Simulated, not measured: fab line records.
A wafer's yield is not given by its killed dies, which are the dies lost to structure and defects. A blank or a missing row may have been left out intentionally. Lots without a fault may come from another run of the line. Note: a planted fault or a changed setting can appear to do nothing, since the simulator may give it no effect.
A lot that was struck, set against a sound lot -- flow sky130 -- 43 steps out of a route of 708
Sound: the wafers L294.1, L294.2, L294.4. Wafers struck: L308.1, L308.3, L308.5. The cause is given at the end.
For every step that has rows: the tool of each side, followed by ch and its chambers, followed by its first start. Under that, the readings that differ: sound wafers -- struck wafers -- difference of the means -- sigmas: that difference in standard deviations of wafers without a fault.
alike: readings with means less than 2 such deviations apart, plus words and numbers identical on both sides. not compared: withheld readings, readings lacking a value on some wafer, bounds such as >300 that could conceal the same value, and numbers that have no deviation in the record and whose values overlap.
Wherever a step has rows on one side only, a row that says differs or no value, or a row with sigmas, the two part there. Numbers that have no deviation but don't overlap get no sigmas and don't part them. A reading missing from all wafers of one side parts the sides only when that side holds two or more wafers.

first, 8 steps without rows for these wafers: SKY_VIA2_DEHYDRATE_04 (time 60 s); SKY_VIA2_HMDS_05 (prime time 60 s); SKY_VIA2_COAT_06 (resist thk 60 nm); SKY_VIA2_COAT_07 (resist thk 450 nm); SKY_VIA2_SOFTBAKE_08 (time 90 s); SKY_VIA2_EXPOSE_09 (exposes mask VIM2, target cd 200 nm); SKY_VIA2_PEB_10; SKY_VIA2_DEVELOP_11 (develop time 60 s).
SKY_VIA2_CD_MEAS_12: target cd 200 nm.
  sound: cd sem-01 at day 37 22:16; struck: cd sem-01 at day 42 11:30
  alike: cd nm
SKY_VIA2_OVL_MEAS_13:
  sound: overlay-02 at day 37 22:23; struck: overlay-02 at day 42 11:37
  alike: VIA2_OVL
SKY_VIA2_ETCH_14: etches BARC in N2/H2, stops on SiO2, time 45.9 s, target depth 60 nm.
  sound on rie diel-04 ch 0,1,3, day 37 22:25; struck on rie diel-04 ch 0,1, day 42 11:40
  alike: drypump motor current A, h2 flow sccm, oes product au, throttle valve pct
  not compared: rf hours counter h
then, 1 step without rows for these wafers: SKY_VIA2_ETCH_15 (etches SiO2 in C4F8/O2/Ar, stops on TiN, target depth 546 nm, time 84 s).
SKY_VIA2_STRIP_16: strips in O2/N2.
  sound on plasma asher-03 ch 0,1, day 37 22:31; struck on plasma asher-03 ch 1, day 42 11:46
  alike: drypump motor current A, oes product au, strip time to endpoint s
  not compared: rf hours counter h
then, 3 steps without rows for these wafers: SKY_VIA2_STRIP_17 (strips in post etch residue remover, time 1200 s); SKY_VIA2_CLEAN_18 (cleans in IPA, time 180 s); SKY_VIA2_CLEAN_19 (cleans in O3/DIW).
SKY_VIA2_SPUTTER_20: material TiN, target thk 20 nm, time 80 s.
  sound: pvd sputter-03 at day 37 23:07; struck: pvd sputter-03 at day 42 12:24
  alike: throttle valve pct
then, 1 step without rows for these wafers: SKY_VIA2_CVD_21 (deposits W, target thk 420 nm, time 126.4 s).
SKY_VIA2_RS_MEAS_22: a four-point-probe measurement.
  sound: film metro-03 at day 37 23:19; struck: film metro-02 at day 42 12:36
  alike: VIA2_W_RS
SKY_VIA2_THK_MEAS_23: measures by xrf.
  sound: film metro-03 at day 37 23:26; struck: film metro-02 at day 42 12:43
  alike: VIA2_W_THK
SKY_VIA2_CMP_24: polishes, stops on SiO2, t overpolish 20 s, target thk 0 nm.
  sound on cmp-01 ch 0,1,2, day 37 23:29; struck on cmp-01 ch 1,3, day 42 12:47
  alike: motor current A, overpolish run s, time to endpoint s
SKY_METAL3_SPUTTER_00: material Ti, target thk 15 nm, time 10 s.
  sound: pvd sputter-04 at day 37 23:47; struck: pvd sputter-03 at day 42 13:05
  alike: throttle valve pct
SKY_METAL3_SPUTTER_01: material TiN, target thk 20 nm, time 16.7 s.
  sound: pvd sputter-04 at day 37 23:49; struck: pvd sputter-03 at day 42 13:06
  alike: throttle valve pct
then, 4 steps without rows for these wafers: SKY_METAL3_SPUTTER_02 (material AlCu, target thk 735 nm, time 39.1 s); SKY_METAL3_SPUTTER_03 (material Ti, target thk 5 nm, time 3.3 s); SKY_METAL3_SPUTTER_04 (material TiN, target thk 70 nm, time 58.3 s); SKY_CAPM_CVD_00 (deposits SiO2, target thk 15.5 nm).
SKY_CAPM_THK_MEAS_01:
  sound: film metro-02 at day 37 23:58; struck: film metro-01 at day 42 13:15
  alike: CAPM_CVD_00_THK
then, 1 step without rows for these wafers: SKY_CAPM_SPUTTER_02 (material TiN, target thk 200 nm, time 166.7 s).
SKY_CAPM_RS_MEAS_03: a four-point-probe measurement.
  sound: film metro-04 at day 38 00:08; struck: film metro-02 at day 42 13:25
  alike: CAPM_TIN_RS
SKY_CAPM_THK_MEAS_04: measures by xrf.
  sound: film metro-04 at day 38 00:16; struck: film metro-02 at day 42 13:32
  alike: CAPM_TIN_THK
then, 7 steps without rows for these wafers: SKY_CAPM_DEHYDRATE_05 (time 60 s); SKY_CAPM_HMDS_06 (prime time 60 s); SKY_CAPM_COAT_07 (resist thk 1140 nm); SKY_CAPM_SOFTBAKE_08 (time 60 s); SKY_CAPM_EXPOSE_09 (exposes mask CAPM, target cd 1000 nm); SKY_CAPM_PEB_10; SKY_CAPM_DEVELOP_11 (develop time 60 s).
SKY_CAPM_OVL_MEAS_12:
  sound: overlay-02 at day 38 22:49; struck: overlay-01 at day 43 11:10
  alike: CAPM_OVL
then, 3 steps without rows for these wafers: SKY_CAPM_METAL_ETCH_13 (etches TiN in Cl2/BCl3, stops on SiO2, target depth 220 nm, time 62.9 s); SKY_CAPM_STRIP_14 (strips in O2/N2); SKY_CAPM_STRIP_15 (strips in post etch residue remover, time 1200 s).
-- the record jumps here: 7 days lie between the struck wafers' starts before and after (it left off in module CAPM and takes up again in module PAD_OPEN, whose first step shown is number 708 of the route) --
SKY_PAD_OPEN_PROBE_99:
  sound: prober-02 at day 46 21:08; struck: prober-02 at day 50 09:05
reading,sound,struck,difference,sigmas
defect limited yield (%),81.9 80.9 84.1,72.2 74.6 75.2,-8.3,-4
killed_at_M0_to_M3,48 41 35,89 93 84,+47,+8
killed dies,89 94 78,137 125 122,+41,+4
sort_bin_3_pad_short (%),1.2 0.4 1.2,3.5 2.6 4.7,+2.7,+6
sort_bin_5_function (%),10.6 10.6 9.3,17.7 16.5 14.0,+5.9,+4
sort n pass,403 398 414,355 367 370,-41,-4
sort yield pct (%),81.9 80.9 84.1,72.2 74.6 75.2,-8.3,-4
model.etest.tester.sort n pass,403 398 414,355 367 370,-41,
model.etest.tester.sort yield pct (%),81.91 80.89 84.15,72.15 74.59 75.2,-8.34,
model.etest.tester.sort_bin_5_pct (%),10.57 10.57 9.35,17.68 16.46 14.02,+5.89,
model.etest.tester.sort_bin_3_pct (%),1.22 0.4065 1.22,3.455 2.642 4.675,+2.642,
  alike: killed_at_M4_up, killed at contacts, killed at front end, killed at other, killed open, killed short, sort_bin_6_memory

## WHERE THEY PART
Only at SKY_PAD_OPEN_PROBE_99, within this record.

WHY: what had been put in by the simulator
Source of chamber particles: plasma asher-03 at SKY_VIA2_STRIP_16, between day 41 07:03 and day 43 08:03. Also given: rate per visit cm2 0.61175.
